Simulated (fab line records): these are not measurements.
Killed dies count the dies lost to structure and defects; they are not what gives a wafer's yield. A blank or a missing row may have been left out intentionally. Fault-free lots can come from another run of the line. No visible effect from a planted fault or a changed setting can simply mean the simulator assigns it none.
Code-filled problem report in 8D (eight disciplines) form	flow gf180mcu	the parts of the form that need people (team, actions taken, sign-off) are left out

== 1. WHAT WENT WRONG ==
exposure-dose-mJ-cm2 at GF_TOP_METAL_EXPOSE_11 reads a mean of 175.0 on 4 wafers of 2 lots; wafers without a fault read 171.0 with a standard deviation of 0.85. Measured from the usual mean, that is +4.7 standard deviations.
The step: exposes mask MetalTop, target cd 440 nm.
Seen first at day 32 19:43 on iline-stepper-02, wafer L906.2. At this step, 37 wafers from 13 lots have a number in the record. The rule behind "out" and "out of limits": a value lying over 4 standard deviations away from the usual mean. The rest of the wafers with a number are treated as sound.

== 2. WHAT IT IS; WHAT IT IS NOT ==
question	is	is not
which readings at this step	exposure-dose-mJ-cm2	-
which lots	L906, L908	L888, L889, L891, L892, L893, L894, L895, L897, L899, L900, L910
which wafers of those lots	all that have a number	-
read on which tools	iline-stepper-02	iline-stepper-01
when	from day 32 19:43	up to then (30 sound wafers); but 3 sound wafers of L910 came after

== 3. WHAT RULES OUT EACH SUSPECT ==
Counting: a tool at any process step up to the reading remains a suspect when it ran all the lots that are out and ran no sound lot after the first of those.
- pvd-sputter-04 at GF_MIM_SPUTTER_03 (material Ti, target thk 10 nm, time 6.7 s): kept. Every lot that is out went through it, starting with L906 (day 30 03:57), and after that it ran no sound lot; the last sound lot it ran before then is L894 (day 26 13:48).
- iline-stepper-02 at GF_TOP_METAL_EXPOSE_11 (exposes mask MetalTop, target cd 440 nm): kept. Every lot that is out went through it, starting with L906 (day 32 19:43), and after that it ran no sound lot; the last sound lot it ran before then is L900 (day 31 08:27). On those wafers its own readings are out: exposure-dose-mJ-cm2.
What counting leaves: pvd-sputter-04 at GF_MIM_SPUTTER_03 and iline-stepper-02 at GF_TOP_METAL_EXPOSE_11.

== 4. THE CAUSE (what the simulator had put in) ==
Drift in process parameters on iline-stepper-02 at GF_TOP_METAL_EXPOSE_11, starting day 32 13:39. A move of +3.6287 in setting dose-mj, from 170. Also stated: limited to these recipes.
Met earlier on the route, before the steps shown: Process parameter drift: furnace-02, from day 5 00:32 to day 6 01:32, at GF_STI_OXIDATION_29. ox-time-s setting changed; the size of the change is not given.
2 suspects survive the count, and this tool is in that group.

== 5. THE CHAIN OF EFFECTS, in route order ==
Each row: a reading where the mean over the struck wafers with a number is more than 3 standard deviations away from the usual. Scope: only readings with a usual standard deviation given in the record; hours: median across lots of the time from each lot's start at the first step in this table that gives one to its start at this step; sigmas: change in usual standard deviations.
hours	step	reading	usual	on struck wafers	change	sigmas
0	GF_TOP_METAL_EXPOSE_11	exposure-dose-mJ-cm2	171.0	175.0	+4.0	+4.7
8	GF_TOP_METAL_CD_MEAS_14	cd-nm	440.2 nm	430.8	-9.4	-3.3
It contains these process steps:
- GF_TOP_METAL_EXPOSE_11: exposes mask MetalTop, target cd 440 nm.
Later steps that measure or inspect, where all struck wafers having a row at the step show a number for every such reading and not one has moved that far: GF_PASSIVATION_THK_MEAS_03.

== 6. WHAT WOULD HAVE CAUGHT IT SOONER ==
In this record no reading fell out of limits until day 32 19:43, 6 hours after the fault had begun at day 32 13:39.
